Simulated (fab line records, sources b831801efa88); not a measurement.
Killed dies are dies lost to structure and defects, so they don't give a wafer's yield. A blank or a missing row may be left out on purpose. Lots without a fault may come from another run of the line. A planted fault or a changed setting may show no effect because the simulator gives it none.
One fault seen from 2 desks | flow sfq_line | each desk has only its own numbers; what lay behind them comes last

THE METROLOGY DESK
What the gauges read, lot by lot, whatever tool the lot ran on: means of the sampled wafers that have a number. A lot is out of limits, marked OUT, if its mean lies more than 4 standard deviations from the usual mean; the brackets give that distance.
Columns: A = R5_MONX_RS at SFQ_R5_RS_MEAS_933, usual 7.04 ohm/sq; B = R5_MONX_THK at SFQ_R5_THK_MEAS_934, usual 39.9 nm; C = R5_OVL at SFQ_R5_OVL_MEAS_935, usual 1 nm; D = I5_OVL at SFQ_I5_OVL_MEAS_936, usual 4 nm; E = C5_OVL at SFQ_C5_OVL_MEAS_937, usual 1 nm; F = M6_NB_RS at SFQ_M6_RS_MEAS_938, usual 0.892 ohm/sq; G = M8_BOW at SFQ_M8_BOW_MEAS_951, usual 6 um
lot  | first seen here | A    | B    | C  | D  | E  | F     | G
L251 | day 58 06:19    | 6.97 | 40.0 | -3 | 16 | 3  | 0.886 | 11
L256 | day 59 04:21    | 7.03 | 39.8 | -0 | 11 | 4  | 0.885 | 6
L257 | day 60 00:47    | 7.03 | 40.0 | 12 | -3 | -3 | 0.893 | 17
L267 | day 63 04:19    | 7.04 | 39.8 | 6  | 1  | 6  | 0.894 | 3
L269 | day 63 21:13    | 7.05 | 39.9 | 11 | 4  | -7 | 0.891 | -1
L271 | day 64 08:40    | 7.08 | 39.6 | 7  | 5  | 6  | 0.903 | 23
This desk's finding: nothing out of limits on any of the 6 lots.

THE TOOL OWNER'S DESK: rie_metal-02
The tool's own readings at SFQ_TRILAYER_R5_ETCH_METAL_ETCH_139 (etches the open film in Cl2, stops on SiO2, target depth 60 nm, time 40 s): means of the sampled wafers that have a number, for each lot that ran on this tool. A lot is out of limits, marked OUT, if its mean lies more than 4 standard deviations from the usual mean; the brackets give that distance.
Columns: A = drypump_motor_current_A at SFQ_TRILAYER_R5_ETCH_METAL_ETCH_139, usual 5.7 A; B = oes_product_au at SFQ_TRILAYER_R5_ETCH_METAL_ETCH_139, usual 0.991 a.u.; C = rf_fwd_power_W at SFQ_TRILAYER_R5_ETCH_METAL_ETCH_139, usual 593.9 W
lot  | first seen here | A   | B                | C
L251 | day 62 14:25    | 5.9 | 0.988            | 594.4
L256 | day 64 02:13    | 5.5 | 0.926 (-8.7) OUT | 498.8 (-38) OUT
L257 | day 65 04:51    | 6.3 | 0.922 (-9.2) OUT | 499.3 (-38) OUT
This desk's finding: out of limits on L256, L257; first on L256, day 64 02:13 (oes_product_au at SFQ_TRILAYER_R5_ETCH_METAL_ETCH_139). In limits: L251.

PUT TOGETHER
The tool owner's desk could have raised an alarm at day 64 02:13, on L256, L257.
The metrology desk saw nothing out of limits.
The metrology desk has L256, L257 on record, within its limits.
Of the lots named, all ran SFQ_TRILAYER_R5_ETCH_METAL_ETCH_139 on rie_metal-02.

WHAT THE SIMULATOR HAD PUT IN
Process parameter drift: rie_metal-02, from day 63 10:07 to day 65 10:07, at SFQ_TRILAYER_R5_ETCH_METAL_ETCH_139. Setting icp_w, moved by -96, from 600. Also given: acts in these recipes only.
Lots struck among those shown: L256, L257.
Hours from the fault's start to each desk's first reading out of limits: the tool owner's desk, 16.
